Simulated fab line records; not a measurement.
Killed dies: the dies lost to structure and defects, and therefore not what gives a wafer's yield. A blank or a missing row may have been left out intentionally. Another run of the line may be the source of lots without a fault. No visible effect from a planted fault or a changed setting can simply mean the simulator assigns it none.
Which of the tools did it? / flow gf180mcu / 13 lots, 39 wafers sampled, at 5 steps of a route of 602

WHAT THE GAUGES READ, wafer by wafer
GF_HV_LDD_THK_MEAS_55.
lot=L645; measured=day 12 09:52; on=filmMetro-02; HV_LDD_CVD_54_THK (nm)=9.89 9.84 9.93
lot=L646; measured=day 12 18:27; on=filmMetro-04; HV_LDD_CVD_54_THK (nm)=10.21 10.08 10.05
lot=L647; measured=day 13 00:03; on=filmMetro-02; HV_LDD_CVD_54_THK (nm)=10.26 10.10 10.21
lot=L648; measured=day 13 09:04; on=filmMetro-03; HV_LDD_CVD_54_THK (nm)=10.12 10.09 10.03
lot=L650; measured=day 14 02:48; on=filmMetro-02; HV_LDD_CVD_54_THK (nm)=9.81 9.76 9.86
lot=L652; measured=day 14 17:17; on=filmMetro-02; HV_LDD_CVD_54_THK (nm)=10.08 10.04 9.97
lot=L653; measured=day 14 23:50; on=filmMetro-02; HV_LDD_CVD_54_THK (nm)=10.05 9.97 9.82
lot=L655; measured=day 15 20:16; on=filmMetro-03; HV_LDD_CVD_54_THK (nm)=10.08 10.10 10.07
lot=L656; measured=day 16 03:03; on=filmMetro-03; HV_LDD_CVD_54_THK (nm)=10.02 9.93 9.93
lot=L658; measured=day 16 14:21; on=filmMetro-02; HV_LDD_CVD_54_THK (nm)=9.93 9.84 9.90
lot=L659; measured=day 17 02:02; on=filmMetro-02; HV_LDD_CVD_54_THK (nm)=10.04 9.95 9.87
lot=L667; measured=day 19 17:56; on=filmMetro-04; HV_LDD_CVD_54_THK (nm)=10.19 10.14 10.13
lot=L668; measured=day 20 03:37; on=filmMetro-02; HV_LDD_CVD_54_THK (nm)=10.00 10.00 9.98

GF_HV_LDD_THK_MEAS_57.
lot=L645; measured=day 12 11:21; on=filmMetro-03; HV_LDD_CVD_56_THK (nm)=91.3 92.0 91.7
lot=L646; measured=day 12 20:59; on=filmMetro-04; HV_LDD_CVD_56_THK (nm)=91.5 90.9 91.9
lot=L647; measured=day 13 01:32; on=filmMetro-04; HV_LDD_CVD_56_THK (nm)=89.5 89.7 89.5
lot=L648; measured=day 13 12:29; on=filmMetro-04; HV_LDD_CVD_56_THK (nm)=90.2 89.6 90.5
lot=L650; measured=day 14 04:17; on=filmMetro-03; HV_LDD_CVD_56_THK (nm)=90.4 90.5 90.7
lot=L652; measured=day 14 19:29; on=filmMetro-03; HV_LDD_CVD_56_THK (nm)=90.1 89.9 90.4
lot=L653; measured=day 15 01:19; on=filmMetro-03; HV_LDD_CVD_56_THK (nm)=91.3 90.8 91.9
lot=L655; measured=day 15 21:45; on=filmMetro-03; HV_LDD_CVD_56_THK (nm)=91.4 91.0 90.7
lot=L656; measured=day 16 04:32; on=filmMetro-02; HV_LDD_CVD_56_THK (nm)=91.2 91.3 91.0
lot=L658; measured=day 16 15:50; on=filmMetro-03; HV_LDD_CVD_56_THK (nm)=89.4 89.5 89.7
lot=L659; measured=day 17 03:32; on=filmMetro-02; HV_LDD_CVD_56_THK (nm)=88.9 89.9 89.4
lot=L667; measured=day 19 19:25; on=filmMetro-03; HV_LDD_CVD_56_THK (nm)=90.5 90.7 90.0
lot=L668; measured=day 20 05:07; on=filmMetro-02; HV_LDD_CVD_56_THK (nm)=90.5 90.6 90.7

GF_NSD_TW_MEAS_12.
lot=L645; measured=day 13 07:26; on=filmMetro-01; NSD_TW=4294 4288 4287
lot=L646; measured=day 13 17:22; on=filmMetro-01; NSD_TW=4308 4274 4289
lot=L647; measured=day 13 22:13; on=filmMetro-02; NSD_TW=4180 4175 4159
lot=L648; measured=day 14 09:28; on=filmMetro-02; NSD_TW=4201 4186 4190
lot=L650; measured=day 15 01:52; on=filmMetro-03; NSD_TW=4244 4211 4273
lot=L652; measured=day 15 16:43; on=filmMetro-02; NSD_TW=4175 4212 4168
lot=L653; measured=day 15 21:49; on=filmMetro-01; NSD_TW=4269 4284 4269
lot=L655; measured=day 16 19:42; on=filmMetro-03; NSD_TW=4222 4246 4257
lot=L656; measured=day 17 03:53; on=filmMetro-03; NSD_TW=4236 4229 4225
lot=L658; measured=day 17 15:13; on=filmMetro-01; NSD_TW=4289 4299 4305
lot=L659; measured=day 18 03:43; on=filmMetro-03; NSD_TW=4247 4227 4236
lot=L667; measured=day 20 19:52; on=filmMetro-02; NSD_TW=4180 4181 4231
lot=L668; measured=day 21 05:50; on=filmMetro-01; NSD_TW=4294 4259 4299

GF_SALICIDE_RS_MEAS_04: uses a four-point probe to measure.
lot=L645; measured=day 15 01:50; on=filmMetro-01; SALICIDE_TIN_RS (ohm/sq)=16.2 16.5 16.5
lot=L646; measured=day 15 12:04; on=filmMetro-04; SALICIDE_TIN_RS (ohm/sq)=16.4 16.5 16.4
lot=L647; measured=day 15 17:23; on=filmMetro-04; SALICIDE_TIN_RS (ohm/sq)=16.0 15.9 16.9
lot=L648; measured=day 16 03:33; on=filmMetro-03; SALICIDE_TIN_RS (ohm/sq)=16.2 15.9 16.1
lot=L650; measured=day 16 22:06; on=filmMetro-03; SALICIDE_TIN_RS (ohm/sq)=15.8 16.4 15.8
lot=L652; measured=day 17 13:43; on=filmMetro-04; SALICIDE_TIN_RS (ohm/sq)=16.4 16.9 16.7
lot=L653; measured=day 17 19:40; on=filmMetro-03; SALICIDE_TIN_RS (ohm/sq)=15.9 16.6 16.0
lot=L655; measured=day 18 19:04; on=filmMetro-01; SALICIDE_TIN_RS (ohm/sq)=16.6 16.1 15.6
lot=L656; measured=day 19 04:41; on=filmMetro-01; SALICIDE_TIN_RS (ohm/sq)=15.8 16.5 15.8
lot=L658; measured=day 19 16:25; on=filmMetro-01; SALICIDE_TIN_RS (ohm/sq)=15.6 16.2 16.2
lot=L659; measured=day 20 05:10; on=filmMetro-01; SALICIDE_TIN_RS (ohm/sq)=15.9 15.8 16.1
lot=L667; measured=day 22 20:25; on=filmMetro-03; SALICIDE_TIN_RS (ohm/sq)=16.6 33.9 16.5
lot=L668; measured=day 23 05:03; on=filmMetro-04; SALICIDE_TIN_RS (ohm/sq)=16.0 15.9 16.0

TOOL THAT RAN EACH LOT (tool first, then ch and the chambers of the sampled wafers, then the start)
lot=L645; GF_SALICIDE_SPUTTER_02=pvdSputter-04, day 15 01:46
lot=L646; GF_SALICIDE_SPUTTER_02=pvdSputter-04, day 15 12:01
lot=L647; GF_SALICIDE_SPUTTER_02=pvdSputter-04, day 15 17:18
lot=L648; GF_SALICIDE_SPUTTER_02=pvdSputter-03, day 16 03:30
lot=L650; GF_SALICIDE_SPUTTER_02=pvdSputter-03, day 16 22:03
lot=L652; GF_SALICIDE_SPUTTER_02=pvdSputter-04, day 17 13:39
lot=L653; GF_SALICIDE_SPUTTER_02=pvdSputter-03, day 17 19:37
lot=L655; GF_SALICIDE_SPUTTER_02=pvdSputter-04, day 18 18:59
lot=L656; GF_SALICIDE_SPUTTER_02=pvdSputter-04, day 19 04:36
lot=L658; GF_SALICIDE_SPUTTER_02=pvdSputter-04, day 19 16:22
lot=L659; GF_SALICIDE_SPUTTER_02=pvdSputter-01, day 20 05:07
lot=L667; GF_SALICIDE_SPUTTER_02=pvdSputter-01, day 22 20:21
lot=L668; GF_SALICIDE_SPUTTER_02=pvdSputter-04, day 23 04:58
- GF_SALICIDE_SPUTTER_02: material Co, target thk 10 nm, time 20 s.

WHAT THE TOOLS THEMSELVES READ (means of the sampled wafers that have a number; where no wafer has one, the mark that the record gives instead)
GF_SALICIDE_SPUTTER_02.
lot=L645; tool=pvdSputter-04; throttleValvePct (%)=28.7
lot=L646; tool=pvdSputter-04; throttleValvePct (%)=30.0
lot=L647; tool=pvdSputter-04; throttleValvePct (%)=30.6
lot=L648; tool=pvdSputter-03; throttleValvePct (%)=29.5
lot=L650; tool=pvdSputter-03; throttleValvePct (%)=29.4
lot=L652; tool=pvdSputter-04; throttleValvePct (%)=30.4
lot=L653; tool=pvdSputter-03; throttleValvePct (%)=29.0
lot=L655; tool=pvdSputter-04; throttleValvePct (%)=29.1
lot=L656; tool=pvdSputter-04; throttleValvePct (%)=29.7
lot=L658; tool=pvdSputter-04; throttleValvePct (%)=30.3
lot=L659; tool=pvdSputter-01; throttleValvePct (%)=29.6
lot=L667; tool=pvdSputter-01; throttleValvePct (%)=29.5
lot=L668; tool=pvdSputter-04; throttleValvePct (%)=29.8

THE ANSWER, worked out from the rows above alone
Rule: the usual values come from the lots themselves. The widest of any qualifying gaps counts: lots, ordered by their means at a reading, are off when they make up no more than a third of the lots, leave a main group of 4 or more, and stand apart from it by 3 or more times the standard deviation of that group's means. The tables above print the reading to a certain number of digits; a main group whose means all agree to those digits is not used. A lot without any number at a reading at which 4 lots or more have one is off too. All remaining lots with rows at the step are treated as sound. The gauges are gone through in route order, then the tools' own readings, and for those a lot's mean is taken as printed above. At the first step where some lot is off, the reading lying furthest off is the one used; lots without a number count as furthest.
Off: L667, seen at GF_SALICIDE_RS_MEAS_04 (SALICIDE_TIN_RS). The main group: mean 16.2 ohm/sq, standard deviation 0.22.
If a tool, at a process step before that reading, ran all the lots that are off and no sound lot after the first of them, it fits. Gauges at GF_SALICIDE_RS_MEAS_04: tried the same way as those tools. This does not decide it: 2 tools fit, namely pvdSputter-01 at GF_SALICIDE_SPUTTER_02 and filmMetro-03 at GF_SALICIDE_RS_MEAS_04.

WHAT HAD BEEN PUT IN BY THE SIMULATOR
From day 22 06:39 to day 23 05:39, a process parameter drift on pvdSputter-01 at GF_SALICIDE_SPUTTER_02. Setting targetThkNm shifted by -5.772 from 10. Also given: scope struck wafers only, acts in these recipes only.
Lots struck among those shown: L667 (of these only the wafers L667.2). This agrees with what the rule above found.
